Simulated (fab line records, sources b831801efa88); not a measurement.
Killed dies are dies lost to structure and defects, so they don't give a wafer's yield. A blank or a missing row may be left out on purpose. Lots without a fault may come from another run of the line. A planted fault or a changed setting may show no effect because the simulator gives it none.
One fault seen from 2 desks | flow gf180mcu | each desk has only its own numbers; what lay behind them comes last

THE TOOL OWNER'S DESK: cmp-01
The tool's own readings at GF_V2_CMP_04 (polishes SiO2): means of the sampled wafers that have a number, for each lot that ran on this tool. A lot is out of limits, marked OUT, if its mean lies more than 4 standard deviations from the usual mean; the brackets give that distance.
Columns: A = motor_current_A at GF_V2_CMP_04, usual 11.8 A; B = time_to_endpoint_s at GF_V2_CMP_04, usual 79 s
lot  | first seen here | A    | B
L306 | day 22 18:11    | 12.9 | 61
L314 | day 25 12:03    | 12.7 | 81
L315 | day 25 14:48    | 12.3 | 86
This desk's finding: nothing out of limits on any of the 3 lots.

THE METROLOGY DESK
What the gauges read, lot by lot, whatever tool the lot ran on: means of the sampled wafers that have a number. A lot is out of limits, marked OUT, if its mean lies more than 4 standard deviations from the usual mean; the brackets give that distance. Of its 9 readings 7 are shown: those that lie furthest out on some lot.
Columns: A = cd_nm at GF_M2_CD_MEAS_14, usual 280.1 nm; B = M2_OVL at GF_M2_OVL_MEAS_15, usual -1 nm; C = V2_CVD_00_THK at GF_V2_THK_MEAS_01, usual 598 nm; D = cd_nm at GF_V2_CD_MEAS_14, usual 260.1 nm; E = V2_OVL at GF_V2_OVL_MEAS_15, usual 2 nm; F = V2_W_RS at GF_V2_RS_MEAS_24, usual 0.326 ohm/sq; G = V2_W_THK at GF_V2_THK_MEAS_25, usual 358 nm
lot  | first seen here | A     | B  | C   | D     | E  | F     | G
L297 | day 18 23:32    | 279.2 | -2 | 594 | 260.0 | -7 | 0.323 | 363
L306 | day 22 16:59    | 281.2 | 1  | 600 | 260.5 | 0  | 0.326 | 355
L314 | day 25 10:58    | 279.8 | 4  | 602 | 259.0 | -9 | 0.336 | 349
L315 | day 25 13:25    | 278.4 | 2  | 593 | 259.9 | 8  | 0.329 | 352
L319 | day 26 16:32    | 282.0 | -5 | 600 | 258.8 | 2  | 0.325 | 357
This desk's finding: nothing out of limits on any of the 5 lots.

PUT TOGETHER
The tool owner's desk saw nothing out of limits.
The metrology desk saw nothing out of limits.

WHAT THE SIMULATOR HAD PUT IN
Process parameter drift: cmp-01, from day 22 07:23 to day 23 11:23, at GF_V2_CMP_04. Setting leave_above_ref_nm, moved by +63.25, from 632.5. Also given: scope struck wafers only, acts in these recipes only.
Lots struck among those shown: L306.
